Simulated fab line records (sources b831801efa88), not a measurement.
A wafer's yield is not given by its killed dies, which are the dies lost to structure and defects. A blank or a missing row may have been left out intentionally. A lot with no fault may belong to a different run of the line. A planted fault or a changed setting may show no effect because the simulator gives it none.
fab line records	flow gf180mcu
record: lots: 12	wafers: 36	lastDay: 34
route steps=602 shown HV_LDD@232 M1@329 V1@337
lots with no fault: from the same line, run without faults
startH: the number of hours between the record's first day and the start of the first shown wafer of the lot	waitH: time in hours since the lot's previous step	" the same as in the row above	L1.1+2: a row that stands for several wafers	- no value present, or no start provided	* or withheld: withheld	< > ~ a bound
route shown NAME@n: a module of which the file shows steps, and the number in the route of the first	usual: mean/standard deviation taken from wafers without a fault	same: alike in all rows	chamber/n: place in a boat	sites: each site's reading	_std_site: standard deviation of those values	_edge_site: the outer-site mean with the inner-site mean subtracted	radiusMm: how far each site lies from the wafer's centre	mask NAME#n: copy n	behind: tool/chamber where the wafer was last shaped	hold: cause of the lot's hold/its duration in hours/its outcome	device: the transistor (n, p or np) that didn't switch	end of line: at the end of the route, the tests of the same wafers	a step without rows: its recipe alone	killed: at the first sort, the dies lost to defects and structure; wafer yield is something else	map: the dies of a wafer, with x for killed, . for not killed, _ for no die there
set.NAME: the setting that was run; set.NAME@STEP: the one run at that earlier step	model.NAME: the simulator's own value behind a step, which no gauge read
one table for each step of the route and one row for each wafer, over a sample of lots
services: a tool's chamber out of use, with start hour (startH, from the record's first day; less than 0 if before it), hours out, and reason
== steps ==
step: GF_HV_LDD_CVD_56
recipe: material: Si3N4	precursor: DCS/NH3	targetThkNm: 90	tempC: 770	timeS: 1543	pressureMtorr: 250
usual: spikeTcCentreC: 771.3/1.8	zonePowerBottomPct: 20.4/2.4	zonePowerCentrePct: 14.4/0.87	zonePowerTopPct: 26.1/1.9	zonePowerUpperPct: 13.3/1.4
same: timeS: 1543
lot.wafer	tool	chamber	startH	waitH	spikeTcCentreC	zonePowerBottomPct	zonePowerCentrePct	zonePowerTopPct	zonePowerUpperPct
L236.2	lpcvd-01	0	285.30	0.0	770.1	22.8	15.4	27.1	15.1
L236.3	"	0	"	"	770.9	22.6	15.5	26.5	15.2
L236.6	"	0	"	"	771.9	23.1	16.0	26.7	15.5
L238.2	lpcvd-02	1	294.44	0.0	772.9	21.2	13.9	26.5	12.2
L238.3	"	1	"	"	771.1	21.3	13.7	25.8	12.2
L238.5	"	1	"	"	773.0	21.3	14.0	26.4	12.2
L240.3	lpcvd-01	0	314.64	0.0	768.9	22.9	15.7	26.8	15.1
L240.5	"	0	"	"	769.3	22.9	15.8	27.2	15.2
L240.6	"	0	"	"	769.0	22.7	15.5	26.9	15.3
L241.4	lpcvd-01	1	324.04	1.3	771.7	17.0	14.0	23.1	12.7
L241.5	"	1	"	"	770.5	16.8	14.0	23.0	12.6
L241.6	"	1	"	"	770.0	16.8	13.8	23.1	12.7
L242.1	lpcvd-01	1	328.71	0.1	771.4	16.7	13.9	23.2	12.8
L242.2	"	1	"	"	770.3	16.7	13.6	23.0	12.6
L242.3	"	1	"	"	770.5	17.1	13.7	23.1	12.8
L243.2	lpcvd-02	0	344.61	0.8	772.4	18.9	13.9	28.8	12.3
L243.3	"	0	"	"	773.0	19.4	14.3	28.6	12.2
L243.6	"	0	"	"	773.6	19.3	14.0	28.9	12.1
L244.4	lpcvd-02	1	351.17	0.0	774.2	21.7	13.8	26.0	12.3
L244.5	"	1	"	"	772.5	21.4	13.9	26.2	12.5
L244.6	"	1	"	"	772.2	21.3	13.6	25.8	12.1
L249.2	lpcvd-01	0	403.90	0.0	749.8	22.7	9.4	26.2	18.3
L249.4	"	0	"	"	749.2	22.5	9.6	26.9	18.1
L249.5	"	0	"	"	749.6	22.8	9.6	26.4	18.4
L252.2	lpcvd-01	0	417.33	0.4	748.7	22.8	9.6	26.4	18.3
L252.3	"	0	"	"	749.5	22.2	9.5	25.9	18.3
L252.4	"	0	"	"	749.4	22.4	9.5	26.6	18.5
L254.2	lpcvd-02	1	437.35	0.0	773.3	21.2	13.7	26.2	12.0
L254.3	"	1	"	"	773.2	21.4	13.7	26.5	12.2
L254.6	"	1	"	"	774.7	22.1	13.8	25.7	12.4
L255.1	lpcvd-02	1	446.05	0.1	774.7	21.4	13.8	26.4	12.1
L255.3	"	1	"	"	775.4	21.4	13.9	26.9	12.2
L255.5	"	1	"	"	772.3	21.4	13.6	26.7	12.4
L257.1	lpcvd-02	0	459.63	0.1	771.6	19.2	13.9	28.4	12.1
L257.3	"	0	"	"	770.6	19.4	14.1	29.1	11.9
L257.5	"	0	"	"	774.2	19.3	14.1	28.3	12.1
step: GF_HV_LDD_THK_MEAS_57
recipe: reads: Si3N4_of_HV_LDD_CVD_56
usual: HV_LDD_CVD_56_THK: 90.2/1
lot.wafer	tool	chamber	startH	waitH	HV_LDD_CVD_56_THK[nm]
L236.2	filmMetro-01	-	286.74	0.0	87.8
L236.3	"	-	"	"	87.7
L236.6	"	-	"	"	87.0
L238.2	filmMetro-04	-	295.88	0.0	89.6
L238.3	"	-	"	"	89.8
L238.5	"	-	"	"	90.1
L240.3	filmMetro-02	-	316.09	0.0	88.8
L240.5	"	-	"	"	89.4
L240.6	"	-	"	"	89.8
L241.4	filmMetro-04	-	325.50	0.0	89.0
L241.5	"	-	"	"	89.4
L241.6	"	-	"	"	88.7
L242.1	filmMetro-04	-	330.14	0.0	90.1
L242.2	"	-	"	"	89.5
L242.3	"	-	"	"	89.2
L243.2	filmMetro-01	-	346.04	0.0	90.4
L243.3	"	-	"	"	90.6
L243.6	"	-	"	"	91.2
L244.4	filmMetro-04	-	352.63	0.0	90.4
L244.5	"	-	"	"	91.0
L244.6	"	-	"	"	91.0
L249.2	filmMetro-01	-	405.34	0.0	85.5
L249.4	"	-	"	"	82.0
L249.5	"	-	"	"	80.0
L252.2	filmMetro-01	-	418.77	0.0	82.4
L252.3	"	-	"	"	84.0
L252.4	"	-	"	"	85.0
L254.2	filmMetro-01	-	438.79	0.0	91.0
L254.3	"	-	"	"	90.9
L254.6	"	-	"	"	90.4
L255.1	filmMetro-01	-	447.48	0.0	90.4
L255.3	"	-	"	"	90.7
L255.5	"	-	"	"	90.8
L257.1	filmMetro-02	-	461.06	0.0	91.3
L257.3	"	-	"	"	91.4
L257.5	"	-	"	"	91.9
step: GF_HV_LDD_ETCHBACK_58
recipe: chemistry: CH3F/O2	target: Si3N4	stopOn: SiO2	sourceW: 400	biasW: 80	pressureMtorr: 25	ch3fFlowSccm: 40	O2_flow_sccm: 30	timeS: 100	targetDepthA: 900
usual: O2_flow_sccm: 30.00/0.09	biasW: 80.00/0.22	drypumpMotorCurrentA: 6.1/0.43	oesProductAu: 0.844/0.0068	throttleValvePct: 10.562/0.009
same: timeS: 100
lot.wafer	tool	chamber	startH	waitH	O2_flow_sccm	biasW	drypumpMotorCurrentA	oesProductAu	rfHoursCounterH	throttleValvePct
L236.2	rieDiel-02	3	286.79	0.0	29.95	79.87	6.4	0.831	51	10.558
L236.3	"	2	"	"	30.04	80.06	6.5	0.837	88	10.558
L236.6	"	0	"	"	29.79	80.08	6.3	0.821	-	10.562
L238.2	rieDiel-02	2	295.93	0.0	29.98	80.53	6.4	0.846	88	10.561
L238.3	"	0	"	"	29.93	80.28	6.3	0.838	68	10.544
L238.5	"	1	"	"	29.97	80.34	5.5	0.844	-	10.563
L240.3	rieDiel-03	2	316.13	0.0	29.96	80.54	6.4	0.840	3	10.567
L240.5	"	3	"	"	30.11	79.81	5.6	0.834	-	10.563
L240.6	"	0	"	"	30.05	79.84	5.6	0.836	-	10.567
L241.4	rieDiel-04	1	325.53	0.0	30.10	80.08	6.5	0.839	5	10.569
L241.5	"	0	"	"	30.16	79.96	5.2	0.842	-	10.557
L241.6	"	3	"	"	29.84	80.34	6.4	0.831	-	10.562
L242.1	rieDiel-04	1	330.20	0.1	30.16	79.93	6.5	0.834	5	10.554
L242.2	"	0	"	"	30.09	80.43	5.2	0.845	7	10.557
L242.3	"	2	"	"	29.88	80.32	5.9	0.839	78	10.563
L243.2	rieDiel-04	3	346.09	0.0	29.86	80.10	6.4	0.845	2	10.567
L243.3	"	1	"	"	30.05	79.99	6.5	0.841	6	10.561
L243.6	"	3	"	"	29.91	79.99	6.4	0.843	-	10.566
L244.4	rieDiel-03	3	352.66	0.0	30.02	79.74	5.6	0.848	28	10.558
L244.5	"	0	"	"	30.13	80.03	5.6	0.857	-	10.567
L244.6	"	1	"	"	30.06	80.17	5.8	0.852	-	10.584
L249.2	rieDiel-03	1	405.39	0.0	30.11	79.94	5.8	0.823	71	10.575
L249.4	"	0	"	"	29.98	80.32	5.6	0.812	6	10.543
L249.5	"	1	"	"	30.07	79.77	5.8	0.788	-	10.555
L252.2	rieDiel-04	1	418.82	0.0	29.82	79.96	6.5	0.804	8	10.559
L252.3	"	3	"	"	30.09	79.59	6.4	0.813	4	10.562
L252.4	"	2	"	"	30.04	79.49	6.0	0.821	81	10.552
L254.2	rieDiel-03	1	438.84	0.0	30.01	79.92	5.8	0.848	72	10.552
L254.3	"	2	"	"	30.01	80.19	6.4	0.851	6	10.557
L254.6	"	0	"	"	30.05	79.84	5.6	0.842	-	10.554
L255.1	rieDiel-02	2	447.54	0.1	29.97	80.25	6.5	0.841	92	10.555
L255.3	"	1	"	"	30.04	79.92	5.5	0.847	2	10.564
L255.5	"	1	"	"	30.00	79.88	5.5	0.839	-	10.567
L257.1	rieDiel-02	0	461.12	0.1	30.06	80.19	6.4	0.856	73	10.563
L257.3	"	2	"	"	29.91	80.17	6.4	0.850	92	10.569
L257.5	"	2	"	"	30.00	80.30	6.4	0.851	-	10.556
step: GF_M1_CD_MEAS_14
recipe: targetCdNm: 230
usual: cdNm: 229.6/1.2
lot.wafer	tool	chamber	startH	waitH	cdNm
L236.2	cdSem-01	-	399.12	0.1	230.9
L236.3	"	-	"	"	230.0
L236.6	"	-	"	"	231.4
L238.2	cdSem-01	-	408.86	0.1	228.0
L238.3	"	-	"	"	228.1
L238.5	"	-	"	"	227.1
L240.3	cdSem-01	-	432.33	0.1	230.5
L240.5	"	-	"	"	229.9
L240.6	"	-	"	"	231.6
L241.4	cdSem-02	-	444.21	0.1	228.0
L241.5	"	-	"	"	228.0
L241.6	"	-	"	"	227.9
L242.1	cdSem-02	-	450.30	0.1	231.2
L242.2	"	-	"	"	232.3
L242.3	"	-	"	"	230.4
L243.2	cdSem-02	-	466.42	0.1	230.8
L243.3	"	-	"	"	228.6
L243.6	"	-	"	"	230.3
L244.4	cdSem-01	-	475.06	0.1	231.3
L244.5	"	-	"	"	231.3
L244.6	"	-	"	"	230.8
L249.2	cdSem-01	-	527.44	0.1	230.3
L249.4	"	-	"	"	231.2
L249.5	"	-	"	"	229.0
L252.2	cdSem-02	-	541.37	0.1	228.1
L252.3	"	-	"	"	228.1
L252.4	"	-	"	"	228.1
L254.2	cdSem-01	-	563.02	0.1	229.6
L254.3	"	-	"	"	229.3
L254.6	"	-	"	"	230.0
L255.1	cdSem-01	-	567.25	0.1	228.2
L255.3	"	-	"	"	228.2
L255.5	"	-	"	"	227.8
L257.1	cdSem-02	-	578.70	0.1	230.9
L257.3	"	-	"	"	229.6
L257.5	"	-	"	"	229.6
step: GF_V1_CVD_02
recipe: material: SiO2	targetThkNm: 850	precursor: TEOS	tempC: 400	timeS: 94.851	rfW: 600
usual: heaterPowerW: 622/68
same: timeS: 94.851
lot.wafer	tool	chamber	startH	waitH	heaterPowerW
L236.2	pecvd-01	1	400.18	0.0	650
L236.3	"	2	"	"	704
L236.6	"	2	"	"	579
L238.2	pecvd-02	2	409.80	0.0	640
L238.3	"	0	"	"	574
L238.5	"	0	"	"	617
L240.3	pecvd-01	0	433.29	0.0	598
L240.5	"	2	"	"	719
L240.6	"	0	"	"	624
L241.4	pecvd-01	2	445.17	0.1	744
L241.5	"	1	"	"	512
L241.6	"	0	"	"	589
L242.1	pecvd-02	2	451.28	0.1	608
L242.2	"	0	"	"	499
L242.3	"	1	"	"	617
L243.2	pecvd-02	2	467.42	0.0	570
L243.3	"	0	"	"	602
L243.6	"	2	"	"	606
L244.4	pecvd-02	0	476.01	0.1	567
L244.5	"	2	"	"	668
L244.6	"	1	"	"	616
L249.2	pecvd-01	0	528.37	0.0	644
L249.4	"	0	"	"	519
L249.5	"	2	"	"	571
L252.2	pecvd-04	0	542.39	0.0	624
L252.3	"	1	"	"	596
L252.4	"	2	"	"	564
L254.2	pecvd-04	1	563.95	0.0	626
L254.3	"	2	"	"	542
L254.6	"	0	"	"	684
L255.1	pecvd-01	0	568.20	0.1	604
L255.3	"	1	"	"	648
L255.5	"	2	"	"	654
L257.1	pecvd-02	1	579.65	0.1	783
L257.3	"	0	"	"	577
L257.5	"	1	"	"	609
step: GF_V1_CMP_04
recipe: material: SiO2	downForcePsi: 4	platenRpm: 60	padVelocityMS: 0.94248
usual: motorCurrentA: 12.3/0.59	timeToEndpointS: 78/6.3
lot.wafer	tool	chamber	startH	waitH	motorCurrentA	timeToEndpointS
L236.2	cmp-02	2	400.41	0.1	12.1	71
L236.3	"	3	"	"	11.6	74
L236.6	"	0	"	"	13.4	87
L238.2	cmp-01	2	409.93	0.0	12.2	78
L238.3	"	1	"	"	12.2	72
L238.5	"	2	"	"	12.3	84
L240.3	cmp-02	2	433.57	0.2	11.9	66
L240.5	"	3	"	"	11.5	79
L240.6	"	0	"	"	13.5	73
L241.4	cmp-01	0	445.32	0.1	11.8	89
L241.6	"	3	"	"	12.5	75
L241.5	"	0	"	"	12.1	82
L242.3	cmp-02	1	451.41	0.0	11.2	74
L242.1	"	2	"	"	11.9	70
L242.2	"	0	"	"	12.5	80
L243.2	cmp-02	3	467.55	0.0	11.6	71
L243.3	"	0	"	"	13.2	71
L243.6	"	3	"	"	12.0	76
L244.4	cmp-01	1	476.11	0.0	12.0	89
L244.6	"	1	"	"	11.3	88
L244.5	"	2	"	"	11.9	91
L249.2	cmp-02	1	528.55	0.1	12.0	69
L249.4	"	2	"	"	11.9	71
L249.5	"	0	"	"	13.0	84
L252.4	cmp-02	1	542.57	0.1	12.4	76
L252.3	"	2	"	"	12.4	61
L252.2	"	3	"	"	11.9	76
L254.2	cmp-01	0	564.18	0.1	12.2	83
L254.3	"	1	"	"	11.5	79
L254.6	"	3	"	"	12.1	87
L255.3	cmp-02	3	568.43	0.1	11.8	78
L255.1	"	0	"	"	12.6	75
L255.5	"	1	"	"	12.7	85
L257.1	cmp-02	0	579.88	0.1	13.6	78
L257.3	"	1	"	"	12.2	75
L257.5	"	3	"	"	11.8	81
== services ==
tool	chamber	startH	hours	kind
pecvd-02	1	262.85	19.1	repair
rieDiel-03	-	281.95	2.8	pm
rieDiel-03	1	297.69	3.1	repair
rieDiel-02	0	303.26	1.4	repair
rieDiel-04	-	305.09	0.4	repair
cmp-01	-	307.82	0.6	repair
lpcvd-01	-	318.46	2.8	pm
pecvd-01	-	324.62	0.3	repair
rieDiel-03	2	326.93	3.3	repair
rieDiel-04	2	342.85	6.2	repair
rieDiel-04	2	355.55	1.9	repair
cmp-01	-	355.67	13.7	repair
rieDiel-04	1	357.13	1.4	repair
cmp-02	-	366.59	1.8	repair
cmp-02	-	372.02	13.3	pm
rieDiel-03	0	393.65	4.7	repair
cmp-02	-	404.00	4.0	pm
rieDiel-04	-	430.74	0.6	repair
cmp-02	-	474.23	2.1	repair
cmp-02	-	490.79	1.3	repair
cmp-02	-	494.97	3.8	pm
pecvd-01	-	506.33	0.8	repair
pecvd-01	0	541.14	4.4	repair
pecvd-02	-	557.98	0.8	repair
== key ==
firstSign: step: GF_HV_LDD_CVD_56	reading: spikeTcCentreC	direction: down	sigmas: 12	usual: 771.3	struck: 749.4
effect: step: GF_HV_LDD_CVD_56	reading: zonePowerCentrePct	direction: down	sigmas: 5.6	usual: 14.4	struck: 9.5
effect: step: GF_HV_LDD_THK_MEAS_57	reading: HV_LDD_CVD_56_THK	direction: down	sigmas: 6.8	usual: 90.2	struck: 83.2
effect: step: GF_HV_LDD_ETCHBACK_58	reading: oesProductAu	direction: down	sigmas: 4.9	usual: 0.844	struck: 0.810
metAt GF_HV_LDD_CVD_56
struckLots L249,L252
struckWafers L249.2,L249.4,L249.5,L252.2,L252.3,L252.4
testerLeftOut L249,L252
notActingAt GF_M1_CD_MEAS_14,GF_V1_CVD_02,GF_V1_CMP_04
onsetBetween 314.64 403.90
fault: kind: processParameterDrift	tool: lpcvd-01	chamber: 0	onsetH: 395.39	steps: GF_HV_LDD_CVD_56	channel: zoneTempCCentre	offset: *	shape: step	endH: 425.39
testerLeftOut: of these lots the tester's yield and bins aren't shown, on N5 and GAA mostly nor the transistor test; their killed dies are dies lost to structure and defects alone, not to doping, threshold or leakage, so they don't give the yield
